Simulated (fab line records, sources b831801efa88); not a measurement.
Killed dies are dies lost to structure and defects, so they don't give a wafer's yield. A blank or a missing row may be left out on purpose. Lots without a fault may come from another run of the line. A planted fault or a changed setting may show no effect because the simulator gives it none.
Which tool did it? | flow sky130 | 12 lots, 36 wafers sampled, at 5 steps of a route of 708

WHAT THE GAUGES READ, wafer by wafer
SKY_NWELL_RS_MEAS_29: measures by four-point-probe. Usual: NWELL_RS 617.3 ohm/sq, standard deviation 1.4.
lot  | measured    | on            | NWELL_RS (ohm/sq) | flag
L755 | day 5 08:25 | film_metro-04 | 617.8 617.5 616.8 |
L756 | day 5 15:37 | film_metro-01 | 618.9 617.6 617.5 |
L757 | day 5 23:10 | film_metro-01 | 618.4 617.7 618.5 |
L758 | day 6 03:28 | film_metro-03 | 621.1 618.7 619.7 |
L759 | day 6 07:45 | film_metro-03 | 619.1 618.6 618.3 |
L760 | day 6 15:18 | film_metro-01 | 617.8 616.5 617.6 |
L761 | day 6 17:34 | film_metro-03 | 615.9 615.7 616.0 |
L762 | day 7 01:43 | film_metro-01 | 617.9 617.2 618.1 |
L763 | day 7 10:08 | film_metro-03 | 618.7 617.3 617.7 |
L764 | day 7 12:42 | film_metro-01 | 617.9 617.4 616.7 |
L765 | day 7 15:14 | film_metro-01 | 614.9 615.4 615.8 |
L766 | day 8 02:32 | film_metro-03 | 619.5 618.8 618.4 |

SKY_VT_ADJUST_LVTN_OVL_MEAS_18. Usual: VT_ADJUST_LVTN_01_OVL 0.4 nm, standard deviation 1.5.
lot  | measured     | on         | VT_ADJUST_LVTN_01_OVL (nm) | flag
L755 | day 7 16:17  | overlay-01 | 1.4 2.3 2.0                |
L756 | day 8 00:08  | overlay-01 | 1.7 1.5 1.9                |
L757 | day 8 09:05  | overlay-02 | 0.6 1.5 -1.1               |
L758 | day 8 13:56  | overlay-02 | 2.5 2.5 1.4                |
L759 | day 8 17:53  | overlay-02 | 3.5 2.3 2.6                |
L760 | day 9 04:23  | overlay-01 | -1.2 -0.4 -0.4             |
L761 | day 9 07:23  | overlay-01 | 0.1 1.4 1.1                |
L762 | day 9 17:01  | overlay-01 | 0.1 1.0 1.3                |
L763 | day 10 00:40 | overlay-02 | 0.0 -1.0 -0.2              |
L764 | day 10 03:20 | overlay-02 | -1.2 -0.2 -0.1             |
L765 | day 10 06:55 | overlay-02 | -1.5 -1.7 0.9              |
L766 | day 10 20:04 | overlay-02 | 1.2 0.1 2.7                |

SKY_VT_ADJUST_NCORE_TW_MEAS_11. Usual: VT_ADJUST_NCORE_TW 217.3, standard deviation 1.9.
lot  | measured     | on            | VT_ADJUST_NCORE_TW | flag
L755 | day 8 13:13  | film_metro-03 | 221.3 219.7 219.5  |
L756 | day 8 22:04  | film_metro-01 | 215.5 216.5 217.9  |
L757 | day 9 07:30  | film_metro-02 | 215.1 213.2 214.2  |
L758 | day 9 11:59  | film_metro-03 | 220.5 220.1 218.9  |
L759 | day 9 16:08  | film_metro-02 | 215.2 214.4 214.0  |
L760 | day 10 01:08 | film_metro-02 | 215.9 215.5 216.8  |
L761 | day 10 04:21 | film_metro-02 | 216.2 215.6 217.3  |
L762 | day 10 15:35 | film_metro-01 | 218.5 218.6 219.2  |
L763 | day 11 00:08 | film_metro-02 | 313.8 313.4 311.5  | OFF
L764 | day 11 03:04 | film_metro-02 | 314.8 313.7 315.1  | OFF
L765 | day 11 05:56 | film_metro-03 | 318.2 318.3 318.6  | OFF
L766 | day 11 19:35 | film_metro-02 | 312.6 311.5 312.7  | OFF

WHICH TOOL RAN EACH LOT (tool, then ch and the chambers of the sampled wafers, then the start)
lot  | SKY_VT_ADJUST_NCORE_IMPLANT_09  | SKY_VT_ADJUST_NCORE_STRIP_10
L755 | implanter-04 ch 0, day 8 13:01  | plasma_asher-01 ch 0,1, day 8 13:07
L756 | implanter-01 ch 0, day 8 21:52  | plasma_asher-01 ch 0,1, day 8 21:58
L757 | implanter-04 ch 0, day 9 07:17  | plasma_asher-03 ch 0,1, day 9 07:25
L758 | implanter-01 ch 0, day 9 11:44  | plasma_asher-02 ch 0,1, day 9 11:53
L759 | implanter-01 ch 0, day 9 15:53  | plasma_asher-02 ch 0,1, day 9 16:02
L760 | implanter-01 ch 0, day 10 00:55 | plasma_asher-02 ch 0, day 10 01:02
L761 | implanter-02 ch 0, day 10 04:08 | plasma_asher-01 ch 0,1, day 10 04:16
L762 | implanter-02 ch 0, day 10 15:20 | plasma_asher-01 ch 0,1, day 10 15:29
L763 | implanter-01 ch 0, day 10 23:53 | plasma_asher-02 ch 0,1, day 11 00:02
L764 | implanter-02 ch 0, day 11 02:50 | plasma_asher-01 ch 1, day 11 02:58
L765 | implanter-02 ch 0, day 11 05:41 | plasma_asher-02 ch 0,1, day 11 05:50
L766 | implanter-04 ch 0, day 11 19:20 | plasma_asher-03 ch 0,1, day 11 19:29
- SKY_VT_ADJUST_NCORE_IMPLANT_09
- SKY_VT_ADJUST_NCORE_STRIP_10: strips in O2/N2.

WHAT THE TOOLS THEMSELVES READ (means of the sampled wafers that have a number; where no wafer has one, the mark that the record gives instead)
SKY_VT_ADJUST_NCORE_STRIP_10. Usual: drypump_motor_current_A 6.0 A, standard deviation 0.47; n2_flow_sccm 300.0 sccm, standard deviation 0.82; oes_product_au 0.715 a.u., standard deviation 0.0043; strip_time_to_endpoint_s 14.282 s, standard deviation 0.03.
lot  | tool            | drypump_motor_current_A (A) | n2_flow_sccm (sccm) | oes_product_au (a.u.) | strip_time_to_endpoint_s (s) | flag
L755 | plasma_asher-01 | 6.1                         | 300.8               | 0.715                 | 14.316                       |
L756 | plasma_asher-01 | 5.8                         | 299.9               | 0.719                 | 14.272                       |
L757 | plasma_asher-03 | 6.2                         | 300.3               | 0.717                 | 14.282                       |
L758 | plasma_asher-02 | 6.1                         | 300.2               | 0.711                 | 14.293                       |
L759 | plasma_asher-02 | 6.1                         | 300.4               | 0.718                 | 14.294                       |
L760 | plasma_asher-02 | 5.4                         | 299.3               | 0.713                 | 14.212                       |
L761 | plasma_asher-01 | 6.1                         | 299.6               | 0.718                 | 14.328                       |
L762 | plasma_asher-01 | 5.8                         | 299.7               | 0.715                 | 14.274                       |
L763 | plasma_asher-02 | 6.1                         | 299.6               | 0.714                 | 14.297                       |
L764 | plasma_asher-01 | 6.4                         | 299.2               | 0.720                 | 14.280                       |
L765 | plasma_asher-02 | 5.8                         | 300.6               | 0.717                 | 14.284                       |
L766 | plasma_asher-03 | 6.2                         | 300.4               | 0.716                 | 14.279                       |

THE ANSWER, worked out from the rows above alone
Rule: a lot is off if the mean of its wafers that have a number lies more than 3 standard deviations from the usual mean. A lot without any number at a reading at which 4 lots or more have one is off too. The other lots that the step has rows for count as sound. The gauges are gone through in route order, then the tools' own readings, and for those a lot's mean is taken as printed above. The first step at which some lot is off is used, and at that step the reading that is off furthest; a lot without a number counts as furthest.
Off: L763, L764, L765, L766, at SKY_VT_ADJUST_NCORE_TW_MEAS_11 (VT_ADJUST_NCORE_TW).
A tool fits if, at a process step before that reading, it ran every lot that is off, and no sound lot after the first of them. The gauges at SKY_VT_ADJUST_NCORE_TW_MEAS_11 are tried like those tools. None of those tried fits.

WHAT THE SIMULATOR HAD PUT IN
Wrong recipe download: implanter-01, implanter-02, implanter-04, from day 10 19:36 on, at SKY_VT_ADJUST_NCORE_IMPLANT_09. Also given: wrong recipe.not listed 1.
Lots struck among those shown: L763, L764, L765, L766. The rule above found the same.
